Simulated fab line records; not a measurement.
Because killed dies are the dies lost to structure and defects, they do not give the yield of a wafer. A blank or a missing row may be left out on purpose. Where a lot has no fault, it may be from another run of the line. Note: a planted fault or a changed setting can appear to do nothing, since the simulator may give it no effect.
Struck lot and sound lot, side by side / flow sky130 / 15 steps out of a route of 708
Sound: these wafers, L372.1, L372.2, L372.3. Wafers L369.2, L369.3, L369.5 were the ones struck. The cause is given at the end.
Order at every step that has rows: each side's tool, ch and its chambers, its first start. Under that, the readings that differ: sound wafers / struck wafers / difference of the means / sigmas: that difference in standard deviations of wafers without a fault.
alike: same words and numbers on both sides, and readings whose means sit less than 2 such deviations apart. not compared: any withheld reading, any reading some wafer has no value for, any bound like >300 that may hide the same value, and any number with overlapping values for which the record gives no deviation.
A row with sigmas, a row that says differs or no value, or rows on one side alone: a step with any of these is where the two part. Non-overlapping numbers with no deviation appear without sigmas and do not part them. A reading missing from all wafers of one side parts the sides only when that side holds two or more wafers.

first, 4 steps without rows for these wafers: SKY_PWDE_SOFTBAKE_03; SKY_PWDE_EXPOSE_04 (exposes mask PWDEM, target cd 840 nm); SKY_PWDE_PEB_05; SKY_PWDE_DEVELOP_06 (develop time 60 s).
SKY_PWDE_OVL_MEAS_07:
  sound: overlay-01 at day 5 22:14; struck: overlay-01 at day 5 11:43
  alike: PWDE_OVL
next, for these wafers, 1 step has no rows: SKY_PWDE_IMPLANT_08.
SKY_PWDE_STRIP_09: strips in O2/N2.
  sound on plasma-asher-03 ch 0,1, day 5 22:25; struck on plasma-asher-03 ch 0,1, day 5 11:53
  alike: drypump-motor-current-A, n2-flow-sccm, oes-product-au, strip-time-to-endpoint-s
  not compared: rf-hours-counter-h
SKY_PWDE_TW_MEAS_10:
  sound: film-metro-01 at day 5 22:31; struck: film-metro-01 at day 5 12:00
  alike: PWDE_TW
then, 4 steps without rows for these wafers: SKY_NWELL_DEHYDRATE_03 (time 60 s); SKY_NWELL_HMDS_04 (prime time 60 s); SKY_NWELL_COAT_05 (resist thk 3000 nm); SKY_NWELL_SOFTBAKE_06.
SKY_NWELL_EXPOSE_07: exposes mask NWM, target cd 840 nm.
  sound on iline-stepper-01 ch 0, day 6 08:06; struck on iline-stepper-02 ch 0, day 5 21:43
reading=mask; sound=NWM#0 NWM#0 NWM#0; struck=NWM_R1#0 NWM_R1#0 NWM_R1#0; difference=differs; sigmas=
  alike: reticle-temp-C, stage-vel-mm-s
next, for these wafers, 1 step has no rows: SKY_NWELL_PEB_08.
-- the record jumps here: 41 days lie between the struck wafers' starts before and after (it left off in module NWELL and takes up again in module PAD_OPEN, whose first step shown is number 708 of the route) --
SKY_PAD_OPEN_PROBE_99:
  sound: prober-02 at day 48 00:55; struck: prober-02 at day 47 07:36
reading=model.etest.nfet_16v.r-on-ohm-um; sound=1.374e+04 1.394e+04 1.38e+04; struck=1.428e+04 1.438e+04 1.428e+04; difference=+4.867e+02; sigmas=
reading=model.etest.res-nwell.line-ohm-um; sound=1135 1163 1188; struck=1372 1389 1388; difference=+221; sigmas=
reading=model.etest.res-nwell.width-nm (nm); sound=836.9 838.3 838.3; struck=744.3 745 743.2; difference=-93.7; sigmas=
reading=model.etest.res-iso-pwell.width-nm (nm); sound=2654 2654 2650; struck=2708 2704 2700; difference=+51; sigmas=
reading=model.etest.pfet_16v.drive-ua-um; sound=244 242.7 243; struck=254.2 248.7 253.4; difference=+8.9; sigmas=
  alike: killed_at_M0_to_M3, killed_at_M4_up, killed-at-contacts, killed-at-front-end, killed-at-other, killed-dies, killed-on-rim, killed-open, killed-short
  not compared: model.etest.pfet_16v.r-on-ohm-um

== WHERE THEY PART ==
Only at SKY_NWELL_EXPOSE_07, within this record. Later steps at which nothing parts them and some readings are alike: SKY_PAD_OPEN_PROBE_99.

WHY: the cause the simulator had injected
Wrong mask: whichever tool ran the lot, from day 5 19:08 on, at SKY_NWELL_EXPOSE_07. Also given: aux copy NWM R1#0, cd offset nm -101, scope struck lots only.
